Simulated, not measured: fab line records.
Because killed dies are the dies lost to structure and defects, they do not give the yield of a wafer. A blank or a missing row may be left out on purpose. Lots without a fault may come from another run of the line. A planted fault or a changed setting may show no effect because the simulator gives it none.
Matching of chambers    flow sky130    3 sister chambers for SKY_PASSIVATION_CVD_02 on pecvd-01
The step deposits Si3N4, target thk 540 nm. 18 wafers are shown with their chamber, then 9 later ones without.

## WAFERS PAIRED WITH THEIR CHAMBERS
wafer   chamber  heaterPowerW (W)  rfFwdPowerW (W)
L074.1  1        791               446.3
L074.4  2        576               447.4
L074.6  0        773               448.6
L080.3  1        794               449.6
L080.5  0        639               450.9
L080.6  1        803               447.2
L081.2  0        740               447.5
L081.5  0        744               448.8
L081.6  1        799               449.1
L085.1  2        525               450.9
L085.2  0        700               448.9
L085.6  1        765               450.3
L086.2  0        630               452.1
L086.4  0        688               451.1
L086.6  2        488               450.6
L087.2  2        617               449.6
L087.5  0        710               448.1
L087.6  1        653               448.2

SIGNATURES, as means of the wafers listed above
reading       chamber 0  chamber 1  chamber 2  scatter within a chamber
heaterPowerW  703.00     767.50     551.50     54.1
rfFwdPowerW   449.500    448.450    449.625    1.59
Rule: for a wafer and a chamber, the distance is found by dividing, reading by reading, the gap between the wafer's reading and the chamber's mean by the reading's scatter, squaring, summing and taking the root. The wafer belongs to the nearest chamber; if the next one is less than 2 further off, it can't be placed. The scatter: take each reading less its chamber's mean, square it, sum over the shown wafers, divide by the number of wafers less the number of chambers, and take the root.

## WAFERS MISSING THEIR CHAMBER
wafer   heaterPowerW (W)  rfFwdPowerW (W)
L093.1  641               448.8
L093.2  770               449.9
L093.6  540               449.0
L094.1  678               450.2
L094.2  527               451.0
L094.5  594               449.3
L095.1  695               447.0
L095.2  613               449.7
L095.5  501               451.0

## WHICH CHAMBER EACH ONE RAN IN
wafer   from the rows above           in truth
L093.1  can't be placed: 0 or 2 or 1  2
L093.2  can't be placed: 1 or 0       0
L093.6  2                             2
L094.1  can't be placed: 0 or 1 or 2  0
L094.2  2                             2
L094.5  can't be placed: 2 or 0       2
L095.1  can't be placed: 0 or 1 or 2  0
L095.2  can't be placed: 2 or 0 or 1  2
L095.5  2                             2
3 of 9 placed correctly. These rows do not allow placing 6 (true chamber among the candidates in 6). Wrongly placed: 0.
